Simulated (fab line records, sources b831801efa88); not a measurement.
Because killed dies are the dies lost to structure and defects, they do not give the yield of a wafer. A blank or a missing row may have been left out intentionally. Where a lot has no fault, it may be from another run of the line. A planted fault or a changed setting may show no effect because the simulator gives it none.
2 desks, one fault | flow sky130 | numbers are kept per desk, each desk with only its own; the story behind them comes last

## DESK OF THE TOOL OWNER: furnace-02
The tool's own readings at SKY_GATE_OXIDE_OXIDATION_01 (stabilise 600 s, purge 300 s, target thk 10.268 nm): means of the sampled wafers that have a number, for each lot that ran on this tool. Marked OUT: a lot whose mean sits more than 4 standard deviations from the usual mean, which makes it out of limits; the brackets give that distance. It has 8 readings, of which 7 appear: the earliest out of limits, and the ones furthest out on some lot.
Columns: A = spikeTcBottomC at SKY_GATE_OXIDE_OXIDATION_01, usual 921.4 C; B = spikeTcCentreC at SKY_GATE_OXIDE_OXIDATION_01, usual 899.6 C; C = spikeTcLowerC at SKY_GATE_OXIDE_OXIDATION_01, usual 901.2 C; D = spikeTcTopC at SKY_GATE_OXIDE_OXIDATION_01, usual 907.6 C; E = spikeTcUpperC at SKY_GATE_OXIDE_OXIDATION_01, usual 902.2 C; F = tubeCenterTempC at SKY_GATE_OXIDE_OXIDATION_01, usual 900.01 C; G = tube_center_temp_C_max at SKY_GATE_OXIDE_OXIDATION_01, usual 902.3
lot  | first seen here | A                | B                | C               | D                | E                | F                        | G
L641 | day 13 21:16    | 918.7            | 897.3            | 900.1           | 904.3            | 900.5            | 900.01                   | 902.4
L644 | day 15 02:50    | 919.7            | 897.1            | 900.9           | 904.0            | 900.6            | 899.97                   | 902.6
L647 | day 16 09:20    | 934.7 (+6.0) OUT | 912.1 (+7.8) OUT | 915.9 (+12) OUT | 919.7 (+4.2) OUT | 915.6 (+8.9) OUT | 915.15 (+99 or more) OUT | 917.5 (+42) OUT
L648 | day 16 16:10    | 934.6 (+6.0) OUT | 913.1 (+8.5) OUT | 916.1 (+12) OUT | 918.6            | 915.7 (+9.0) OUT | 915.17 (+99 or more) OUT | 917.6 (+42) OUT
L660 | day 20 18:32    | 918.6            | 897.9            | 900.7           | 903.3            | 900.7            | 900.03                   | 902.4
This desk's verdict: out of limits on L647, L648, starting with L647 at day 16 09:20 (spikeTcBottomC at SKY_GATE_OXIDE_OXIDATION_01). L641, L644, L660: within limits.

## FROM THE METROLOGY DESK
What the gauges read for every lot (on any tool): the sampled wafers with a number, averaged. Marked OUT: a lot whose mean sits more than 4 standard deviations from the usual mean, which makes it out of limits; the brackets give that distance.
Columns: A = GATE_OXIDE_OXIDATION_00_THK at SKY_GATE_OXIDE_THK_MEAS_02, usual 10.26 nm; B = cdNm at SKY_METAL3_CD_MEAS_13, usual 299.7 nm
lot  | first seen here | A                | B
L638 | day 13 05:04    | 10.21            | 301.7
L639 | day 13 07:50    | 10.50            | 299.6
L641 | day 13 22:40    | 10.16            | 301.8
L644 | day 15 04:14    | 10.51            | 300.1
L647 | day 16 10:45    | 12.26 (+9.5) OUT | 297.9
L648 | day 16 17:34    | 12.34 (+9.9) OUT | 299.8
L655 | day 18 18:03    | 10.06            | 298.6
L656 | day 19 09:21    | 10.35            | 300.1
L657 | day 19 12:33    | 10.33            | 299.7
L658 | day 19 22:48    | 10.29            | 300.9
L660 | day 20 19:56    | 10.19            | 300.0
Per this desk, out of limits: L647, L648; the first was L647, day 16 10:45 (GATE_OXIDE_OXIDATION_00_THK at SKY_GATE_OXIDE_THK_MEAS_02). L638, L639, L641, L644, L655, L656, L657, L658, L660: within limits.

## BROUGHT TOGETHER
The tool owner's desk had the chance to raise an alarm at day 16 09:20 on L647, L648.
On L647, L648, the metrology desk was in a position to raise an alarm at day 16 10:45.
SKY_GATE_OXIDE_OXIDATION_01 was run on furnace-02 by each of the lots named.

## WHAT THE SIMULATOR HAD INSERTED
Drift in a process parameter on furnace-02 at SKY_GATE_OXIDE_OXIDATION_01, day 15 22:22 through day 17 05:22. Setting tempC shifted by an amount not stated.
Lots struck among those shown: L647, L648.
Hours from the fault's start to each desk's first reading out of limits: the tool owner's desk, 11; the metrology desk, 12.
